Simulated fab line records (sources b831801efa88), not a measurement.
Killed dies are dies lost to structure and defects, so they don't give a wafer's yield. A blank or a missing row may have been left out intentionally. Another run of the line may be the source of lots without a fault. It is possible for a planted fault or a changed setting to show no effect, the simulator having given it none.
fab line records | flow sky130
record lots=6 | wafers=18 | lastDay=50
route steps=708 shown METAL2@504 VIA2@507 PAD_OPEN@708
lots that met no fault: from a run of the same line without faults
startH: hours from the record's first day to the start of the lot's first wafer shown | waitH: hours elapsed since this lot's preceding step | " unchanged from the row above | L1.1+2: several wafers, shown together as one row | - no value present, or no start provided | * or withheld: withheld | < > ~ a bound
route shown NAME@n: names a module that has steps shown in the file, with the first one's number in the route | usual: mean and standard deviation over wafers with no fault | same: alike in all rows | chamber/n: place in a boat | sites: each site's reading | _std_site: the values' standard deviation | _edge_site: inner sites' mean taken away from outer sites' mean | radiusMm: how far each site lies from the wafer's centre | mask NAME#n: copy n | behind: the last tool/chamber to shape the wafer | hold: the reason the lot was held/the length of the hold in hours/how it ended | device: the transistor (n, p or np) that didn't switch | end of line: at the end of the route, the tests of the same wafers | a step given without rows: its recipe and nothing more | killed: not the wafer's yield, but the dies lost to structure and defects at the first sort | map: a wafer's dies, marking killed ones x, the rest . and places with no die _
set.NAME: the setting that was run; set.NAME@STEP: the one run at that earlier step | model.NAME: the simulator's own value behind a step, which no gauge read
certain route steps with their lots: each step a table, each wafer a row
services: from which hour (startH, from the record's first day; less than 0 if before it) a tool's chamber was out of use, for how many hours, and why
## steps
# step SKY_METAL2_STRIP_21
# recipe chemistry=postEtchResidueRemover | timeS=1200 | tempC=72.5
# step SKY_METAL2_CLEAN_22
# recipe chemistry=IPA | timeS=180 | tempC=25
# step SKY_METAL2_CLEAN_23
# recipe chemistry=O3/DIW | dry=n2Spin
# step SKY_VIA2_HDPCVD_00
# recipe material=SiO2 | targetThkNm=1180 | sigmaOpenFrac=0.3 | timeS=196.7 | tempC=400 | sih4FlowSccm=60 | pressureMtorr=6
# step SKY_VIA2_THK_MEAS_01
# recipe reads=SiO2_of_VIA2_HDPCVD_00
# usual VIA2_HDPCVD_THK=1183/12
lot.wafer | tool         | chamber | startH | waitH | VIA2_HDPCVD_THK[nm]
L809.1    | filmMetro-03 | -       | 854.16 | 0.1   | 1166
L809.4    | "            | -       | "      | "     | 1174
L809.6    | "            | -       | "      | "     | 1165
L814.1    | filmMetro-03 | -       | 889.23 | 0.1   | 1162
L814.4    | "            | -       | "      | "     | 1150
L814.6    | "            | -       | "      | "     | 1160
L816.1    | filmMetro-03 | -       | 909.93 | 0.1   | 1182
L816.2    | "            | -       | "      | "     | 1180
L816.5    | "            | -       | "      | "     | 1173
L818.1    | filmMetro-03 | -       | 916.56 | 0.1   | 1191
L818.4    | "            | -       | "      | "     | 1210
L818.6    | "            | -       | "      | "     | 1195
L825.2    | filmMetro-01 | -       | 967.85 | 0.1   | 1164
L825.3    | "            | -       | "      | "     | 1192
L825.6    | "            | -       | "      | "     | 1183
L828.2    | filmMetro-03 | -       | 995.74 | 0.1   | 1191
L828.3    | "            | -       | "      | "     | 1194
L828.5    | "            | -       | "      | "     | 1202
# step SKY_VIA2_CMP_02
# recipe material=SiO2 | downForcePsi=4 | platenRpm=60 | padVelocityMS=0.94248
# usual motorCurrentA=12.0/0.89
lot.wafer | tool   | chamber | startH | waitH | motorCurrentA
L809.1    | cmp-01 | 1       | 854.27 | 0.1   | 11.1
L809.4    | "      | 3       | "      | "     | 12.5
L809.6    | "      | 0       | "      | "     | 13.1
L814.1    | cmp-02 | 2       | 889.34 | 0.1   | 12.3
L814.4    | "      | 3       | "      | "     | 10.5
L814.6    | "      | 2       | "      | "     | 11.5
L816.1    | cmp-01 | 1       | 909.99 | 0.1   | 11.3
L816.2    | "      | 2       | "      | "     | 12.2
L816.5    | "      | 1       | "      | "     | 12.1
L818.4    | cmp-02 | 3       | 917.77 | 1.2   | 9.8
L818.1    | "      | 2       | "      | "     | 12.1
L818.6    | "      | 0       | "      | "     | 12.5
L825.3    | cmp-02 | 1       | 967.95 | 0.1   | 12.1
L825.2    | "      | 2       | "      | "     | 11.8
L825.6    | "      | 0       | "      | "     | 13.0
L828.2    | cmp-02 | 3       | 995.84 | 0.1   | 10.5
L828.3    | "      | 0       | "      | "     | 12.4
L828.5    | "      | 2       | "      | "     | 12.1
# step SKY_VIA2_BOW_MEAS_03
# recipe mode=bow
# usual VIA2_BOW=87/7.5
lot.wafer | tool         | chamber | startH | waitH | VIA2_BOW[um]
L809.1    | filmMetro-04 | -       | 854.52 | 0.2   | 88
L809.4    | "            | -       | "      | "     | 81
L809.6    | "            | -       | "      | "     | 83
L814.1    | filmMetro-01 | -       | 889.59 | 0.2   | 87
L814.4    | "            | -       | "      | "     | 87
L814.6    | "            | -       | "      | "     | 86
L816.1    | filmMetro-01 | -       | 910.29 | 0.2   | 94
L816.2    | "            | -       | "      | "     | 95
L816.5    | "            | -       | "      | "     | 101
L818.1    | filmMetro-03 | -       | 918.07 | 0.1   | 97
L818.4    | "            | -       | "      | "     | 90
L818.6    | "            | -       | "      | "     | 92
L825.2    | filmMetro-01 | -       | 968.22 | 0.2   | 72
L825.3    | "            | -       | "      | "     | 80
L825.6    | "            | -       | "      | "     | 93
L828.2    | filmMetro-04 | -       | 996.11 | 0.2   | 74
L828.3    | "            | -       | "      | "     | 80
L828.5    | "            | -       | "      | "     | 79
# step SKY_VIA2_DEHYDRATE_04
# recipe tempC=200 | timeS=60
# step SKY_VIA2_HMDS_05
# recipe primeTimeS=60 | primeTempC=120
# step SKY_VIA2_COAT_06
# recipe resist=BARC | tempC=withheld | timeS=withheld | spinRpm=3000 | resistThkNm=60
# step SKY_VIA2_COAT_07
# recipe resist=KrF-thick | spinRpm=3000 | resistThkNm=450
# step SKY_VIA2_SOFTBAKE_08
# recipe tempC=100 | timeS=90 | resist=KrF-thick
# step SKY_VIA2_EXPOSE_09
# recipe maskId=VIM2 | na=0.8 | sourceShape=annular | sigmaInner=0.55 | sigmaOuter=0.85 | targetCdNm=200 | doseMj=38
# same na=0.8
lot.wafer  | tool          | chamber | startH  | waitH | mask
L809.1+4+6 | krfScanner-02 | 0       | 867.74  | -     | VIM2#0
L814.1+4+6 | krfScanner-02 | 0       | 901.99  | -     | VIM2#0
L816.1+2+5 | krfScanner-02 | 0       | 922.69  | -     | VIM2#0
L818.1+4+6 | krfScanner-02 | 0       | 929.51  | -     | VIM2#0
L825.2+3+6 | krfScanner-01 | 0       | 979.26  | -     | VIM2#0
L828.2+3+5 | krfScanner-01 | 0       | 1007.05 | -     | VIM2#0
# step SKY_VIA2_PEB_10
# recipe pebTempC=withheld | pebTimeS=withheld | resist=KrF-thick
# step SKY_VIA2_DEVELOP_11
# recipe developTimeS=60 | resist=KrF-thick | devTempC=21
# step SKY_VIA2_CD_MEAS_12
# recipe targetCdNm=200
# usual cdNm=200.0/1.2
lot.wafer | tool     | chamber | startH  | waitH | cdNm
L809.1    | cdSem-02 | -       | 880.08  | -     | 203.0
L809.4    | "        | -       | "       | "     | 203.1
L809.6    | "        | -       | "       | "     | 203.1
L814.1    | cdSem-02 | -       | 914.64  | -     | 201.0
L814.4    | "        | -       | "       | "     | 201.4
L814.6    | "        | -       | "       | "     | 201.5
L816.1    | cdSem-02 | -       | 935.13  | -     | 182.4
L816.2    | "        | -       | "       | "     | 183.0
L816.5    | "        | -       | "       | "     | 201.4
L818.1    | cdSem-02 | -       | 942.09  | -     | 182.4
L818.4    | "        | -       | "       | "     | 199.6
L818.6    | "        | -       | "       | "     | 200.6
L825.2    | cdSem-02 | -       | 991.15  | -     | 200.3
L825.3    | "        | -       | "       | "     | 200.2
L825.6    | "        | -       | "       | "     | 199.1
L828.2    | cdSem-01 | -       | 1019.25 | -     | 199.5
L828.3    | "        | -       | "       | "     | 200.1
L828.5    | "        | -       | "       | "     | 198.1
# step SKY_VIA2_OVL_MEAS_13
# usual VIA2_OVL=3/5
lot.wafer | tool       | chamber | startH  | waitH | VIA2_OVL[nm]
L809.1    | overlay-02 | -       | 880.20  | 0.1   | 7
L809.4    | "          | -       | "       | "     | 4
L809.6    | "          | -       | "       | "     | -1
L814.1    | overlay-01 | -       | 914.76  | 0.1   | -1
L814.4    | "          | -       | "       | "     | 0
L814.6    | "          | -       | "       | "     | -5
L816.1    | overlay-02 | -       | 935.25  | 0.1   | 0
L816.2    | "          | -       | "       | "     | -1
L816.5    | "          | -       | "       | "     | -3
L818.1    | overlay-01 | -       | 942.21  | 0.1   | 5
L818.4    | "          | -       | "       | "     | 13
L818.6    | "          | -       | "       | "     | 7
L825.2    | overlay-01 | -       | 991.26  | 0.1   | 3
L825.3    | "          | -       | "       | "     | 5
L825.6    | "          | -       | "       | "     | 4
L828.2    | overlay-01 | -       | 1019.36 | 0.1   | 4
L828.3    | "          | -       | "       | "     | 3
L828.5    | "          | -       | "       | "     | 5
# step SKY_VIA2_ETCH_14
# recipe chemistry=N2/H2 | target=BARC | ionEnergyEv=200 | sourceW=500 | biasW=100 | pressureMtorr=30 | n2FlowSccm=100 | h2FlowSccm=200 | stopOn=SiO2 | timeS=45.9 | targetDepthA=600
# usual drypumpMotorCurrentA=5.7/0.43 | oesProductAu=0.854/0.0049 | throttleValvePct=13.226/0.0092
lot.wafer | tool       | chamber | startH  | waitH | drypumpMotorCurrentA | oesProductAu | rfHoursCounterH | throttleValvePct | model.VIA2.cdNm
L809.1    | rieDiel-02 | 0       | 880.24  | 0.0   | 6.1                  | 0.847        | 15              | 13.228           | 203.8
L809.4    | "          | 3       | "       | "     | 5.6                  | 0.852        | 14              | 13.215           | 203
L809.6    | "          | 3       | "       | "     | 5.6                  | 0.849        | -               | 13.216           | 203.3
L814.1    | rieDiel-01 | 1       | 914.80  | 0.0   | 5.0                  | 0.849        | 4               | 13.218           | 201.5
L814.4    | "          | 3       | "       | "     | 6.1                  | 0.860        | 14              | 13.233           | 201.4
L814.6    | "          | 1       | "       | "     | 5.1                  | 0.855        | -               | 13.220           | 202
L816.1    | rieDiel-04 | 0       | 935.29  | 0.0   | 6.0                  | 0.858        | 7               | 13.223           | 182.5
L816.2    | "          | 3       | "       | "     | 5.9                  | 0.858        | 14              | 13.231           | 184
L816.5    | "          | 1       | "       | "     | 5.0                  | 0.847        | -               | 13.232           | 201
L818.1    | rieDiel-02 | 0       | 942.25  | 0.0   | 6.1                  | 0.855        | 18              | 13.236           | 182.9
L818.4    | "          | 2       | "       | "     | 5.6                  | 0.851        | 24              | 13.212           | 200.4
L818.6    | "          | 0       | "       | "     | 6.1                  | 0.853        | -               | 13.224           | 200.7
L825.2    | rieDiel-04 | 3       | 991.29  | 0.0   | 5.9                  | 0.854        | 15              | 13.219           | 201.2
L825.3    | "          | 1       | "       | "     | 5.0                  | 0.863        | 27              | 13.235           | 200.3
L825.6    | "          | 3       | "       | "     | 5.9                  | 0.862        | -               | 13.234           | 199.8
L828.2    | rieDiel-02 | 2       | 1019.39 | 0.0   | 5.6                  | 0.861        | 26              | 13.235           | 200.1
L828.3    | "          | 0       | "       | "     | 6.1                  | 0.853        | 20              | 13.227           | 201.2
L828.5    | "          | 3       | "       | "     | 5.6                  | 0.856        | -               | 13.215           | 199.4
# step SKY_VIA2_ETCH_15
# recipe target=SiO2 | chemistry=C4F8/O2/Ar | targetDepthNm=546 | stopOn=TiN | maskMaterial=KrF-thick | sourceW=1500 | biasW=1200 | pressureMtorr=40 | c4f8FlowSccm=withheld | O2_flow_sccm=6 | Ar_flow_sccm=300 | timeS=84
# usual oesProductAu=0.940/0.0045
lot.wafer | tool       | chamber | startH  | waitH | oesProductAu | rfHoursCounterH | model.VIA2.cdNm
L809.1    | rieDiel-02 | 0       | 880.28  | 0.0   | 0.932        | 15              | 202.2
L809.4    | "          | 3       | "       | "     | 0.946        | 14              | 202.2
L809.6    | "          | 3       | "       | "     | 0.936        | -               | 204.3
L814.1    | rieDiel-01 | 1       | 914.84  | 0.0   | 0.943        | 4               | 201.9
L814.4    | "          | 3       | "       | "     | 0.935        | 14              | 207.6
L814.6    | "          | 1       | "       | "     | 0.941        | -               | 202.5
L816.1    | rieDiel-04 | 0       | 935.33  | 0.0   | 0.941        | 7               | 185.4
L816.2    | "          | 3       | "       | "     | 0.940        | 14              | 179.5
L816.5    | "          | 1       | "       | "     | 0.937        | -               | 201.9
L818.1    | rieDiel-02 | 0       | 942.29  | 0.0   | 0.938        | 18              | 180.6
L818.4    | "          | 2       | "       | "     | 0.945        | 24              | 196.7
L818.6    | "          | 0       | "       | "     | 0.936        | -               | 200.2
L825.2    | rieDiel-04 | 3       | 991.33  | 0.0   | 0.939        | 15              | 198.4
L825.3    | "          | 1       | "       | "     | 0.944        | 27              | 201.1
L825.6    | "          | 3       | "       | "     | 0.942        | -               | 197.6
L828.2    | rieDiel-02 | 2       | 1019.43 | 0.0   | 0.940        | 26              | 199.8
L828.3    | "          | 0       | "       | "     | 0.936        | 20              | 200.5
L828.5    | "          | 3       | "       | "     | 0.946        | -               | 198.6
# step SKY_VIA2_STRIP_16
# recipe chemistry=O2/N2 | powerW=1400 | pressureMtorr=1500 | platenTempC=withheld | o2FlowSccm=3000 | n2FlowSccm=300 | overashFraction=0.5
# usual drypumpMotorCurrentA=5.8/0.43 | oesProductAu=0.399/0.0052 | stripTimeToEndpointS=4.06/0.031
lot.wafer | tool           | chamber | startH  | waitH | drypumpMotorCurrentA | oesProductAu | rfHoursCounterH | stripTimeToEndpointS
L809.1    | plasmaAsher-02 | 1       | 880.34  | 0.0   | 5.1                  | 0.393        | 106             | 4.03
L809.4    | "              | 1       | "       | "     | 5.1                  | 0.401        | -               | 4.07
L809.6    | "              | 0       | "       | "     | 6.7                  | 0.399        | -               | 4.07
L814.1    | plasmaAsher-03 | 0       | 914.90  | 0.0   | 6.2                  | 0.397        | 79              | 4.02
L814.4    | "              | 0       | "       | "     | 6.3                  | 0.397        | -               | 4.02
L814.6    | "              | 1       | "       | "     | 5.8                  | 0.395        | -               | 4.01
L816.1    | plasmaAsher-03 | 0       | 935.39  | 0.0   | 6.1                  | 0.402        | 81              | 4.06
L816.2    | "              | 1       | "       | "     | 5.8                  | 0.408        | 81              | 4.08
L816.5    | "              | 0       | "       | "     | 6.2                  | 0.405        | -               | 4.07
L818.1    | plasmaAsher-02 | 1       | 942.35  | 0.0   | 5.1                  | 0.393        | 112             | 4.06
L818.4    | "              | 1       | "       | "     | 5.1                  | 0.395        | -               | 4.06
L818.6    | "              | 1       | "       | "     | 5.1                  | 0.398        | -               | 4.05
L825.2    | plasmaAsher-04 | 0       | 991.39  | 0.0   | 5.6                  | 0.398        | 56              | 4.12
L825.3    | "              | 1       | "       | "     | 5.9                  | 0.406        | -               | 4.10
L825.6    | "              | 0       | "       | "     | 5.6                  | 0.409        | -               | 4.12
L828.2    | plasmaAsher-02 | 0       | 1019.49 | 0.0   | 6.6                  | 0.406        | 119             | 4.03
L828.3    | "              | 1       | "       | "     | 5.1                  | 0.399        | -               | 4.05
L828.5    | "              | 0       | "       | "     | 6.6                  | 0.399        | -               | 4.11
# step SKY_PAD_OPEN_PROBE_99
# usual defectLimitedYield=82.7/1.9 | killed_at_M0_to_M3=43/7.3 | killed_at_M4_up=3.1/1.7 | killedAtContacts=25/5.3 | killedAtFrontEnd=14/4.1 | killedAtOther=0.3/0.56 | killedDies=85/9.4 | killedOpen=46/7.4 | killedShort=38/5.8 | sort_bin_3_pad_short=0.8/0.4 | sort_bin_5_function=10.2/1.5 | sort_bin_6_memory=6.2/1.2 | sortNPass=407/9.4 | sortYieldPct=82.7/1.9
# same grossDies=492 | killedAtBackSide=0 | sort_bin_4_leakage[%]=0 | sort_bin_8_speed[%]=0
lot.wafer | tool      | chamber | startH  | waitH | defectLimitedYield[%] | killed_at_M0_to_M3 | killed_at_M4_up | killedAtContacts | killedAtFrontEnd | killedAtOther | killedDies | killedOpen | killedShort | sort_bin_3_pad_short[%] | sort_bin_5_function[%] | sort_bin_6_memory[%] | sortNPass | sortYieldPct[%] | model.etest.via2Chain.rcOhm
L809.1    | prober-02 | -       | 1102.16 | 0.1   | 81.3                  | 44                 | 1               | 30               | 17               | 0             | 92         | 59         | 32          | 0.4                     | 12.6                   | 5.7                  | 400       | 81.3            | 9.729
L809.4    | prober-02 | -       | 1102.31 | 0.2   | 81.9                  | 38                 | 6               | 30               | 15               | 0             | 89         | 49         | 40          | 0                       | 12.0                   | 6.1                  | 403       | 81.9            | 9.664
L809.6    | prober-02 | -       | 1102.41 | 0.2   | 85.8                  | 23                 | 2               | 33               | 12               | 0             | 70         | 39         | 30          | 1.2                     | 8.7                    | 4.3                  | 422       | 85.8            | 9.701
L814.1    | prober-02 | -       | 1131.04 | 0.1   | 83.7                  | 41                 | 2               | 27               | 10               | 0             | 80         | 37         | 43          | 1.0                     | 8.3                    | 6.9                  | 412       | 83.7            | 9.8
L814.4    | prober-02 | -       | 1131.19 | 0.2   | 82.9                  | 49                 | 6               | 17               | 12               | 0             | 84         | 40         | 44          | 1.0                     | 10.8                   | 5.3                  | 408       | 82.9            | 9.392
L814.6    | prober-02 | -       | 1131.29 | 0.2   | 83.9                  | 43                 | 1               | 27               | 8                | 0             | 79         | 46         | 33          | 0.8                     | 11.0                   | 4.3                  | 413       | 83.9            | 9.213
L816.1    | prober-02 | -       | 1145.20 | 0.1   | 83.3                  | 42                 | 6               | 20               | 14               | 0             | 82         | 44         | 37          | 0.6                     | 10.4                   | 5.7                  | 410       | 83.3            | 11.6
L816.2    | prober-02 | -       | 1145.25 | 0.1   | 82.9                  | 50                 | 6               | 13               | 15               | 0             | 84         | 41         | 42          | 0.4                     | 9.3                    | 7.3                  | 408       | 82.9            | 12.36
L816.5    | prober-02 | -       | 1145.40 | 0.2   | 82.9                  | 42                 | 2               | 31               | 8                | 1             | 84         | 41         | 42          | 0.6                     | 11.6                   | 4.9                  | 408       | 82.9            | 9.652
L818.1    | prober-02 | -       | 1150.89 | 0.1   | 79.1                  | 43                 | 8               | 31               | 21               | 0             | 103        | 58         | 43          | 1.6                     | 12.8                   | 6.5                  | 389       | 79.1            | 12.45
L818.4    | prober-02 | -       | 1151.04 | 0.2   | 81.7                  | 41                 | 4               | 27               | 17               | 1             | 90         | 45         | 45          | 1.2                     | 10.0                   | 7.1                  | 402       | 81.7            | 10.66
L818.6    | prober-02 | -       | 1151.14 | 0.2   | 83.5                  | 39                 | 5               | 22               | 15               | 0             | 81         | 39         | 42          | 1.0                     | 9.6                    | 5.9                  | 411       | 83.5            | 9.745
L825.2    | prober-01 | -       | 1185.35 | 0.1   | 84.6                  | 32                 | 2               | 28               | 14               | 0             | 76         | 40         | 36          | 0.8                     | 9.8                    | 4.9                  | 416       | 84.6            | 10.54
L825.3    | prober-01 | -       | 1185.40 | 0.2   | 87.6                  | 26                 | 1               | 17               | 17               | 0             | 61         | 33         | 28          | 0.8                     | 6.9                    | 4.7                  | 431       | 87.6            | 9.79
L825.6    | prober-01 | -       | 1185.55 | 0.2   | 80.7                  | 47                 | 6               | 27               | 15               | 0             | 95         | 54         | 41          | 1.0                     | 12.2                   | 6.1                  | 397       | 80.7            | 10.2
L828.2    | prober-01 | -       | 1204.74 | 0.1   | 83.9                  | 43                 | 4               | 19               | 13               | 0             | 79         | 38         | 41          | 1.2                     | 7.9                    | 6.9                  | 413       | 83.9            | 10.25
L828.3    | prober-01 | -       | 1204.79 | 0.2   | 83.7                  | 40                 | 2               | 22               | 16               | 0             | 80         | 40         | 40          | 0.6                     | 9.3                    | 6.3                  | 412       | 83.7            | 10.05
L828.5    | prober-01 | -       | 1204.89 | 0.2   | 82.9                  | 50                 | 4               | 16               | 14               | 0             | 84         | 43         | 41          | 0.4                     | 10.2                   | 6.5                  | 408       | 82.9            | 9.945
# killed by level:class
L809.1 CONTACT:geometricParticle:open=12 VIA1:geometricParticle:open=10 VIA3:geometricParticle:open=9 LI_CONTACT:geometricParticle:open=8 LOCAL_INTERCONNECT:geometricParticle:short=7 METAL1:geometricParticle:short=6 POLY_GATE:geometricParticle:open=5 FIELD_ISO:geometricParticle:open=5
L809.4 CONTACT:geometricParticle:open=15 METAL2:geometricParticle:short=8 VIA1:geometricParticle:open=8 VIA2:geometricParticle:open=5 VIA3:geometricParticle:open=5 METAL4:geometricParticle:short=5 POLY_GATE:geometricParticle:short=4 POLY_GATE:geometricParticle:open=4
L809.6 CONTACT:geometricParticle:open=10 LI_CONTACT:geometricParticle:open=9 CONTACT:geometricParticle:short=7 VIA1:geometricParticle:open=6 VIA1:geometricParticle:short=5 LOCAL_INTERCONNECT:geometricParticle:short=5 POLY_GATE:geometricParticle:short=4 FIELD_ISO:geometricParticle:short=3
L814.1 VIA2:geometricParticle:open=10 VIA3:geometricParticle:open=8 LI_CONTACT:geometricParticle:open=6 CONTACT:geometricParticle:open=6 CONTACT:geometricParticle:short=6 METAL1:geometricParticle:short=5 POLY_GATE:geometricParticle:short=4 LI_CONTACT:geometricParticle:short=4
L814.4 METAL1:geometricParticle:short=10 METAL3:geometricParticle:short=6 VIA2:geometricParticle:open=6 VIA3:geometricParticle:open=6 LI_CONTACT:geometricParticle:open=5 CONTACT:geometricParticle:open=5 VIA1:geometricParticle:short=5 VIA1:geometricParticle:open=5
L814.6 METAL1:geometricParticle:short=10 LI_CONTACT:geometricParticle:open=9 CONTACT:geometricParticle:open=7 LOCAL_INTERCONNECT:geometricParticle:short=7 VIA3:geometricParticle:open=7 VIA1:geometricParticle:open=5 VIA2:geometricParticle:open=5 FIELD_ISO:geometricParticle:open=4
L816.1 VIA1:geometricParticle:open=10 VIA3:geometricParticle:open=9 VIA1:geometricParticle:short=7 VIA2:geometricParticle:open=6 POLY_GATE:geometricParticle:short=6 LI_CONTACT:geometricParticle:open=6 METAL1:geometricParticle:short=5 LOCAL_INTERCONNECT:geometricParticle:short=5
L816.2 VIA1:geometricParticle:short=10 VIA2:geometricParticle:open=9 VIA1:geometricParticle:open=8 POLY_GATE:geometricParticle:short=7 VIA3:geometricParticle:open=6 METAL1:geometricParticle:short=6 LI_CONTACT:geometricParticle:open=5 CONTACT:geometricParticle:short=4
L816.5 CONTACT:geometricParticle:open=12 VIA3:geometricParticle:short=7 LI_CONTACT:geometricParticle:open=6 VIA1:geometricParticle:short=6 VIA3:geometricParticle:open=6 CONTACT:geometricParticle:short=5 LI_CONTACT:geometricParticle:short=4 LOCAL_INTERCONNECT:geometricParticle:short=4
L818.1 VIA1:geometricParticle:open=19 CONTACT:geometricParticle:open=13 LI_CONTACT:geometricParticle:open=7 METAL4:geometricParticle:short=7 FIELD_ISO:geometricParticle:short=6 METAL1:geometricParticle:short=6 FIELD_ISO:geometricParticle:open=5 POLY_GATE:geometricParticle:short=5
L818.4 VIA1:geometricParticle:open=13 CONTACT:geometricParticle:open=9 CONTACT:geometricParticle:short=6 METAL1:geometricParticle:short=6 VIA1:geometricParticle:short=6 POLY_GATE:geometricParticle:short=5 LI_CONTACT:geometricParticle:open=5 LI_CONTACT:geometricParticle:short=4
L818.6 VIA3:geometricParticle:open=8 LOCAL_INTERCONNECT:geometricParticle:short=7 LI_CONTACT:geometricParticle:open=6 VIA1:geometricParticle:open=6 METAL1:geometricParticle:short=6 POLY_GATE:geometricParticle:short=5 METAL2:geometricParticle:short=5 POLY_GATE:geometricParticle:open=4
L825.2 CONTACT:geometricParticle:open=10 LI_CONTACT:geometricParticle:open=8 METAL1:geometricParticle:short=8 VIA2:geometricParticle:open=7 VIA1:geometricParticle:open=6 VIA1:geometricParticle:short=5 POLY_GATE:geometricParticle:short=5 CONTACT:geometricParticle:short=5
L825.3 POLY_GATE:geometricParticle:open=9 CONTACT:geometricParticle:open=6 METAL1:geometricParticle:short=6 VIA3:geometricParticle:open=5 CONTACT:geometricParticle:short=4 VIA1:geometricParticle:open=4 LI_CONTACT:geometricParticle:short=3 FIELD_ISO:geometricParticle:short=2
L825.6 VIA1:geometricParticle:open=13 VIA2:geometricParticle:open=10 CONTACT:geometricParticle:open=9 LI_CONTACT:geometricParticle:open=7 VIA2:geometricParticle:short=7 METAL1:geometricParticle:short=6 CONTACT:geometricParticle:short=6 POLY_GATE:geometricParticle:short=4
L828.2 VIA3:geometricParticle:open=8 VIA1:geometricParticle:short=8 VIA1:geometricParticle:open=8 LI_CONTACT:geometricParticle:open=5 CONTACT:geometricParticle:short=5 METAL1:geometricParticle:short=5 VIA2:geometricParticle:open=5 FIELD_ISO:geometricParticle:short=4
L828.3 VIA2:geometricParticle:open=8 CONTACT:geometricParticle:open=7 METAL1:geometricParticle:short=6 CONTACT:geometricParticle:short=6 VIA1:geometricParticle:open=6 VIA3:geometricParticle:open=6 POLY_GATE:geometricParticle:open=5 POLY_GATE:geometricParticle:short=5
L828.5 VIA1:geometricParticle:open=9 METAL2:geometricParticle:short=8 VIA2:geometricParticle:open=8 FIELD_ISO:geometricParticle:open=7 LI_CONTACT:geometricParticle:open=6 LOCAL_INTERCONNECT:geometricParticle:short=6 METAL1:geometricParticle:short=6 FIELD_ISO:geometricParticle:short=5
## services
tool           | chamber | startH  | hours | kind
cmp-02         | -       | 831.38  | 0.6   | repair
cmp-02         | -       | 846.90  | 5.6   | pm
rieDiel-02     | 0       | 851.50  | 2.8   | repair
rieDiel-01     | 1       | 854.74  | 9.0   | repair
cmp-01         | -       | 874.98  | 3.9   | repair
krfScanner-01  | -       | 877.38  | 1.0   | pm
krfScanner-02  | -       | 878.38  | 4.0   | pm
rieDiel-04     | -       | 892.11  | 28.1  | pm
cmp-01         | -       | 894.80  | 0.4   | repair
krfScanner-02  | -       | 903.94  | 0.5   | repair
cmp-02         | -       | 913.47  | 4.0   | pm
cmp-01         | -       | 915.26  | 5.1   | repair
cmp-02         | -       | 920.47  | 6.3   | pm
rieDiel-04     | 0       | 937.20  | 15.7  | repair
rieDiel-04     | 3       | 944.74  | 5.1   | repair
krfScanner-02  | -       | 948.77  | 3.6   | pm
krfScanner-02  | -       | 952.32  | 1.0   | pm
rieDiel-04     | 3       | 957.27  | 6.1   | repair
rieDiel-02     | -       | 959.69  | 2.8   | pm
rieDiel-02     | 3       | 979.19  | 4.8   | repair
krfScanner-02  | -       | 984.10  | 0.8   | pm
plasmaAsher-02 | -       | 984.57  | 0.7   | repair
krfScanner-02  | -       | 998.75  | 1.3   | pm
rieDiel-02     | 1       | 1013.81 | 16.5  | repair
## key
firstSign step=SKY_VIA2_CD_MEAS_12 | reading=cdNm | direction=down | sigmas=14 | usual=200.0 | struck=182.6
effect none on later readings
modelEffect step=SKY_VIA2_ETCH_14 | value=VIA2.cdNm | without=201 | struck=183.1
modelEffect step=SKY_VIA2_ETCH_15 | value=VIA2.cdNm | without=199.7 | struck=181.8
modelEffect step=SKY_PAD_OPEN_PROBE_99 | value=etest.via2Chain.rcOhm | without=10.13 | struck=12.14
metAt SKY_VIA2_EXPOSE_09
struckWafers L816.1,L816.2,L818.1
onsetBetween 901.99 922.69
fault kind=processParameterDrift | tool=krfScanner-02 | chamber=- | onsetH=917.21 | steps=SKY_VIA2_EXPOSE_09 | channel=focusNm | offset=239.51 | shape=step | endH=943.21 | scope=struckWafersOnly
